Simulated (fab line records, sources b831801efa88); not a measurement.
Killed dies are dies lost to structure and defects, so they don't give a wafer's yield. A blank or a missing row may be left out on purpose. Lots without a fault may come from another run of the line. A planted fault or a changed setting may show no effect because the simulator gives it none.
Problem report in the 8D (eight disciplines) form, filled by code | flow gf180mcu | the parts of the form that need people (team, actions taken, sign-off) are left out

1. THE PROBLEM
cd_nm at GF_V3_CD_MEAS_14 reads a mean of 236.8 nm on 6 wafers of 2 lots; wafers without a fault read 259.9 nm with a standard deviation of 1.1. That is -21 standard deviations from the usual mean.
The step: target cd 260 nm.
First seen on wafer L853.2, day 27 12:01, on cd_sem-02. The record holds 36 wafers of 12 lots with a number at this step. Rule for "out", or "out of limits": more than 4 standard deviations from the usual mean. The other wafers with a number count as sound.

2. WHAT IT IS AND WHAT IT IS NOT
question                    | is                     | is not
which readings at this step | cd_nm                  | -
which lots                  | L853, L859             | L839, L840, L841, L846, L849, L850, L852, L860, L861, L862
which wafers of those lots  | all that have a number | -
read on which gauges        | cd_sem-01, cd_sem-02   | -
when                        | from day 27 12:01      | up to then (21 sound wafers); but 9 sound wafers of L860, L861, L862 came after

3. SUSPECTS, AND WHAT RULES EACH OUT
Counting: a tool at a process step up to the reading stays a suspect if it ran every lot that is out and no sound lot after the first of them.
- the gauge at GF_V3_CD_MEAS_14: ruled out. The wafers that are out were read on 2 gauges (cd_sem-01, cd_sem-02).
- rie_metal-03 at GF_M3_METAL_ETCH_16 (etches the open film in Cl2/BCl3, stops on SiO2, target depth 750.8 nm, time 125.1 s): ruled out as a lasting fault. Sound lots L860, L861, L862 ran on it after its first lot that is out, L853 (day 26 14:04).
- litho_track-01 at GF_V3_PEB_12 (peb time 90 s): kept. It ran every lot that is out, first L853 (day 27 11:40), and no sound lot after that; its last sound lot up to then is L852 (day 27 05:13). Its own readings are out on those wafers: heater_power_total_W, plate_temp_C.
Left after counting: litho_track-01 at GF_V3_PEB_12.

4. THE CAUSE (what the simulator had put in)
Process parameter drift: litho_track-01, from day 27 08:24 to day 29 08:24, at GF_V3_PEB_12. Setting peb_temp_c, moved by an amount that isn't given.
Counting left only this tool.

5. THE CHAIN OF EFFECTS, in route order
Each row: a reading whose mean over the struck wafers that have a number lies more than 3 standard deviations from the usual. Only readings for which the record gives a usual standard deviation are gone through. hours: the time from each lot's start at the first step in this table that gives one to its start at this step, as a median over the lots. sigmas: the change in usual standard deviations.
hours | step             | reading              | usual    | on struck wafers | change | sigmas
0     | GF_V3_PEB_12     | heater_power_total_W | 85.70 W  | 80.50            | -5.20  | -64
0     | GF_V3_PEB_12     | plate_temp_C         | 134.99 C | 128.65           | -6.34  | -45
0     | GF_V3_CD_MEAS_14 | cd_nm                | 259.9 nm | 236.8            | -23.1  | -21
The process steps in it:
- GF_V3_PEB_12: peb time 90 s.

6. WHAT WOULD HAVE CAUGHT IT SOONER
In this record the first reading out of limits at a measuring or inspecting step was taken at day 27 12:01, 4 hours after the fault began at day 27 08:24.
The tool's own readings at GF_V3_PEB_12 were out on every struck wafer that the step has a row for (heater_power_total_W, plate_temp_C): an alarm limit on them would have fired on the first of those.
Of the lots that are out (2), L859 began GF_V3_PEB_12 on litho_track-01 after day 27 12:01. A hold on the tool at that time would have spared it.
